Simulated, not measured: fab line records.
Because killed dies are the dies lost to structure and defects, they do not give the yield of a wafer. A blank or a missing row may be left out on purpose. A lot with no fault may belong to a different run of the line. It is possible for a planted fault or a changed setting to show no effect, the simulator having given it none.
What tool caused it? | flow sky130 | 6 lots (18 wafers sampled), 1 step of a 708-step route

WHAT THE GAUGES READ, wafer by wafer
SKY_VIA1_CD_MEAS_12: the cd target is 150 nm.
lot  | measured     | on       | cdNm (nm)
L107 | day 35 02:22 | cdSem-01 | 149.0 148.1 148.1
L114 | day 37 11:43 | cdSem-02 | 152.2 150.7 151.8
L117 | day 38 10:23 | cdSem-02 | 149.2 147.7 147.9
L119 | day 39 04:10 | cdSem-01 | 148.2 146.2 147.4
L125 | day 40 10:20 | cdSem-01 | 151.0 148.3 149.0
L127 | day 41 15:32 | cdSem-02 | 150.5 152.9 152.3

TOOL THAT RAN EACH LOT (tool first, then ch and the chambers of the sampled wafers, then the start)
Record: no process step prior to these readings.

THE ANSWER, worked out from the rows above alone
Rule: the lots themselves supply what counts as usual. The widest of any qualifying gaps counts: lots, ordered by their means at a reading, are off when they make up no more than a third of the lots, leave a main group of 4 or more, and stand apart from it by 3 or more times the standard deviation of that group's means. The tables above print the reading to a certain number of digits; a main group whose means all agree to those digits is not used. Also off: a lot with no number at a reading for which 4 or more lots have one. Any other lot the step has rows for is counted as sound.
None of the lots is off at any reading shown; this tells nothing.

WHAT WAS PUT IN BY THE SIMULATOR
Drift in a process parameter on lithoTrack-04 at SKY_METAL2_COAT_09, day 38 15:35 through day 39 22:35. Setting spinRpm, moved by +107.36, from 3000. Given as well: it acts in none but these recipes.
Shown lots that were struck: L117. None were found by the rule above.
